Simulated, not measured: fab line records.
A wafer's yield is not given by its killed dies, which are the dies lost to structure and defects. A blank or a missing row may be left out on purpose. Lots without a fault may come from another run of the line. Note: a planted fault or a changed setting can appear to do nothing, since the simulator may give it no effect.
Split-lot study -- flow sfq line -- on a route of 325 steps: 5 lots, 23 wafers read

THE SPLIT
At SFQ_TRILAYER_JJ_CE_LITHO_PEB_117 (peb time 60 s), the setting peb time s was moved away from the recipe's 60 s on 9 of the 23 wafers read, by -7.4% to +6.9%. The other wafers ran this setting at the recipe's value.

FROM SPLIT TO READING: 1 step shown by the file between the two
- SFQ_TRILAYER_JJ_CE_LITHO_DEVELOP_116: time 60 s

THE READING
cd nm, in nm, at SFQ_TRILAYER_JJ_CE_METRO_MEASURE_117. Typical for fault-free wafers on this fab line: 704.2 nm, with standard deviation 1.1 nm.

wafer,"tool, chamber at the split","peb time s as run, s",against the recipe,"cd nm, nm",against lot-mates on the recipe
L079.1,"litho track-03, 0",60,recipe,704.1,-
L079.2,"litho track-03, 0",60,recipe,705.7,-
L079.5,"litho track-03, 0",60,recipe,706.4,-
L080.1,"litho track-03, 0",60,recipe,705.1,-
L080.2,"litho track-03, 0",60,recipe,704.9,-
L080.3,"litho track-03, 0",60,recipe,705.6,-
L080.5,"litho track-03, 0",60,recipe,705.8,-
L080.6,"litho track-03, 0",60,recipe,705.8,-
L081.1,"litho track-03, 0",55.93,-6.8%,713.8,+10.5
L081.2,"litho track-03, 0",55.93,-6.8%,714.4,+11.1
L081.3,"litho track-03, 0",60,recipe,703.2,-
L081.4,"litho track-03, 0",60,recipe,703.4,-
L081.5,"litho track-03, 0",55.93,-6.8%,713.7,+10.4
L083.2,"litho track-03, 0",60,recipe,703.4,-
L083.3,"litho track-03, 0",60,recipe,704.1,-
L083.4,"litho track-03, 0",55.58,-7.4%,714.7,+11.0
L083.5,"litho track-03, 0",55.58,-7.4%,714.0,+10.2
L083.6,"litho track-03, 0",55.58,-7.4%,714.1,+10.4
L084.1,"litho track-03, 0",64.12,+6.9%,695.3,-9.5
L084.2,"litho track-03, 0",60,recipe,705.1,-
L084.3,"litho track-03, 0",64.12,+6.9%,695.4,-9.4
L084.4,"litho track-03, 0",64.12,+6.9%,695.8,-9.0
L084.6,"litho track-03, 0",60,recipe,704.5,-

THE FIT
A straight line over all 23 wafers: cd nm changes by -1.33 nm for each +1% of peb time s; r = -0.99; the points scatter about the line by 0.84 nm.
The same after taking each lot's own level away (the mean of its wafers on the recipe; 23 wafers): -1.44 nm for each +1%; r = -1.00; scatter 0.59 nm.
According to that fit, moving peb time s by its largest amount changes the reading by 11 nm.
The span of the lots' own levels, 703.30 to 705.44 nm, comes to 1.9 times the standard deviation stated above.
Consequently the slope shifts little with the lot-to-lot level, the two slopes agreeing.
Check: for one of the wafers moved furthest among these (-7.4%), held out of the fit, the line's prediction against its lot-mates is +10.8 nm. It came out at +11 nm against them.

OTHER SPLITS APPLIED TO THESE WAFERS
Other splits were also applied to these wafers ahead of the reading. Each is held against what the fit with the lots' levels taken away leaves over:
other split on the same wafers,wafers away from the commonest value,r with cd nm (lot level and that fit taken away)
SFQ_TRILAYER_M2_LITHO_PEB_060 peb temp c,9,+0.00
SFQ_TRILAYER_I2_VIA_LITHO_EXPOSE_068 dose mj,8,+0.37
SFQ_TRILAYER_M3_LITHO_COAT_080 resist thk nm,6,-0.15
SFQ_TRILAYER_M3_LITHO_PEB_078 peb time s,8,+0.06
SFQ_TRILAYER_M4_LITHO_COAT_098 resist thk nm,4,+0.15
SFQ_TRILAYER_M4_BARC_OPEN_METAL_ETCH_123 icp w,8,+0.09
SFQ_TRILAYER_M4_ETCH_METAL_ETCH_096 time s,8,-0.29
SFQ_TRILAYER_JJ_CE_LITHO_COAT_114 resist thk nm,2,+0.10

THE WHOLE CHAIN: every reading that the file lists as answering this split, in the file's order
step,what it does,reading,change (the file's fit),r (the file's)
SFQ_TRILAYER_JJ_CE_METRO_MEASURE_117,,cd nm,-1.45 nm for each +1% of the setting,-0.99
SFQ_TRILAYER_JJ_CE_BARC_OPEN_RIE_150,"chemistry O2, target BARC, target depth 240 nm, time 80 s","JJ.cd nm (the simulator's own value, which no gauge read)",-1.51 nm for each +1% of the setting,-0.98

THE FILE'S OWN FIT
cd nm changes by -1.45 nm for each +1% of peb time s, r = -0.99.
